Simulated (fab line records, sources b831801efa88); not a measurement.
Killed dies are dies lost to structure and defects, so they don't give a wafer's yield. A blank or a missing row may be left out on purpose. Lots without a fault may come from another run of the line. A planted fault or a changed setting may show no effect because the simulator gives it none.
Which tool did it? | flow gf180mcu | 7 lots, 21 wafers sampled, at 2 steps of a route of 602

WHAT THE GAUGES READ, wafer by wafer
GF_M4_RS_MEAS_05: measures by four-point-probe.
lot  | measured     | on            | M4_ALCU_RS (ohm/sq)
L461 | day 22 15:55 | film_metro-01 | 0.0690 0.0692 0.0684
L463 | day 23 13:02 | film_metro-03 | 0.0690 0.0691 0.0692
L466 | day 24 21:06 | film_metro-01 | 0.0695 0.0701 0.0697
L470 | day 26 00:23 | film_metro-04 | 0.0693 0.0692 0.0692
L476 | day 27 17:25 | film_metro-03 | 0.0712 0.0705 0.0704
L478 | day 28 15:40 | film_metro-03 | 0.0680 0.0680 0.0687
L483 | day 29 20:48 | film_metro-04 | 0.0699 0.0697 0.0715

WHICH TOOL RAN EACH LOT (tool, then ch and the chambers of the sampled wafers, then the start)
lot  | GF_STI_ETCH_14
L461 | rie_si-01 ch 0,2,3, day 2 07:28
L463 | rie_si-02 ch 1,2,3, day 2 16:18
L466 | rie_si-01 ch 1,2, day 3 09:01
L470 | rie_si-02 ch 0,1, day 4 05:26
L476 | rie_si-01 ch 0,1,3, day 5 11:44
L478 | rie_si-02 ch 0,1,2, day 5 23:46
L483 | rie_si-02 ch 0,1,3, day 7 01:17
- GF_STI_ETCH_14: etches Si in HBr/Cl2/O2, target depth 360 nm, time 102.9 s.

THE ANSWER, worked out from the rows above alone
Rule: what is usual is taken from the lots themselves. Put in order of their means at a reading, lots are off if they are a third of the lots or fewer, leave a main group of 4 or more, and stand apart from it by a gap of 3 or more times the standard deviation of the main group's means; of several such gaps the widest counts. A main group whose means are all the same, to the digits that the tables above print for the reading, isn't used. A lot without any number at a reading at which 4 lots or more have one is off too. The other lots that the step has rows for count as sound.
No lot is off at any reading shown: from this, nothing can be told.

WHAT THE SIMULATOR HAD PUT IN
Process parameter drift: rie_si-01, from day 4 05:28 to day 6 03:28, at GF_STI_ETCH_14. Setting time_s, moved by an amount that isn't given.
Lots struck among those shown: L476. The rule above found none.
